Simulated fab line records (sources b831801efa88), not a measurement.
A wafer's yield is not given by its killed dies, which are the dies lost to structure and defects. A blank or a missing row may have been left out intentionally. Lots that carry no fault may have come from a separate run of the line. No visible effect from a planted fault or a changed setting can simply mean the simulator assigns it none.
Chamber matching -- flow gf180mcu -- GF_V1_CMP_26 on cmp-02: 4 sister chambers
The step polishes, stops on SiO2, t overpolish 15 s, target thk 0 nm. 4 wafers are shown with their chamber, then 7 later ones without.

WAFERS, EACH WITH ITS CHAMBER
wafer,chamber,motor current A (A)
L872.1,0,11.7
L874.4,1,13.4
L878.4,3,11.1
L878.5,2,13.0

WAFERS WITHOUT THEIR CHAMBER
wafer,motor current A (A)
L878.6,10.9
L880.1,11.5
L880.2,13.3
L880.3,12.6
L884.1,10.8
L884.2,13.1
L884.4,11.9

WHICH CHAMBER EACH WENT THROUGH
wafer,from the rows above,in truth
L878.6,3,3
L880.1,can't be placed: 0 or 3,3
L880.2,can't be placed: 1 or 2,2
L880.3,can't be placed: 2 or 1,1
L884.1,3,3
L884.2,can't be placed: 2 or 1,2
L884.4,0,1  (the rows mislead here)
Placed correctly: 2 of 7. Cannot be placed on the basis of these rows: 4; the candidates contain the true chamber in 4. Number placed wrongly: 1.
How it was worked out, from the rows above alone: a wafer's distance from a chamber is the root of the sum, over the readings, of the square of ((its reading less the chamber's mean) divided by the reading's scatter). If the next closest chamber is less than 2 further off than the closest, the wafer can't be placed; otherwise it belongs to the closest. For every chamber, the mean is computed from those of its wafers that are shown. The scatter: root of mean squared gap, hidden wafer to nearest shown wafer, with one shown wafer a chamber.
